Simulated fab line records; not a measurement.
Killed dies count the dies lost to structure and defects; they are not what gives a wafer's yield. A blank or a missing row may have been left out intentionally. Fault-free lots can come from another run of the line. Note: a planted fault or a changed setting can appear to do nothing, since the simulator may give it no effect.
Chamber matching / flow sky130 / rieDiel-03 running SKY_FIELD_ISO_ETCH_14: 4 sister chambers
The step etches BARC in N2/H2, stops on SiO2, time 45.9 s, target depth 60 nm. 7 wafers are shown with their chamber, then 8 later ones without.

== WAFERS, EACH WITH ITS CHAMBER ==
wafer=L076.6; chamber=2; drypumpMotorCurrentA (A)=5.5; throttleValvePct (%)=13.216
wafer=L081.3; chamber=1; drypumpMotorCurrentA (A)=6.3; throttleValvePct (%)=13.238
wafer=L085.5; chamber=1; drypumpMotorCurrentA (A)=6.3; throttleValvePct (%)=13.231
wafer=L086.2; chamber=3; drypumpMotorCurrentA (A)=6.1; throttleValvePct (%)=13.226
wafer=L086.5; chamber=0; drypumpMotorCurrentA (A)=6.7; throttleValvePct (%)=13.236
wafer=L086.6; chamber=3; drypumpMotorCurrentA (A)=6.1; throttleValvePct (%)=13.231
wafer=L087.2; chamber=0; drypumpMotorCurrentA (A)=6.6; throttleValvePct (%)=13.221

== WAFERS WHOSE CHAMBER IS MISSING ==
wafer=L087.3; drypumpMotorCurrentA (A)=6.3; throttleValvePct (%)=13.216
wafer=L087.4; drypumpMotorCurrentA (A)=6.2; throttleValvePct (%)=13.229
wafer=L092.2; drypumpMotorCurrentA (A)=6.1; throttleValvePct (%)=13.224
wafer=L092.3; drypumpMotorCurrentA (A)=5.5; throttleValvePct (%)=13.225
wafer=L092.4; drypumpMotorCurrentA (A)=6.6; throttleValvePct (%)=13.222
wafer=L097.1; drypumpMotorCurrentA (A)=6.7; throttleValvePct (%)=13.224
wafer=L097.3; drypumpMotorCurrentA (A)=5.5; throttleValvePct (%)=13.230
wafer=L097.4; drypumpMotorCurrentA (A)=6.1; throttleValvePct (%)=13.219

== WHICH CHAMBER EACH ONE RAN IN ==
wafer=L087.3; from the rows above=1; in truth=1
wafer=L087.4; from the rows above=can't be placed: 3 or 1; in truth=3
wafer=L092.2; from the rows above=3; in truth=3
wafer=L092.3; from the rows above=2; in truth=2
wafer=L092.4; from the rows above=0; in truth=0
wafer=L097.1; from the rows above=0; in truth=0
wafer=L097.3; from the rows above=2; in truth=2
wafer=L097.4; from the rows above=3; in truth=3
Placed correctly: 7 of 8. These rows do not allow placing 1 (true chamber among the candidates in 1). Number placed wrongly: 0.
How it was worked out, from the rows above alone: a wafer's distance from a chamber is the root of the sum, over the readings, of the square of ((its reading less the chamber's mean) divided by the reading's scatter). The wafer belongs to the nearest chamber; if the next one is less than 2 further off, it can't be placed. For every chamber, the mean is computed from those of its wafers that are shown. The scatter: the root of (the sum of the squares of (reading less its chamber's mean) over the shown wafers, divided by (wafers less chambers)).
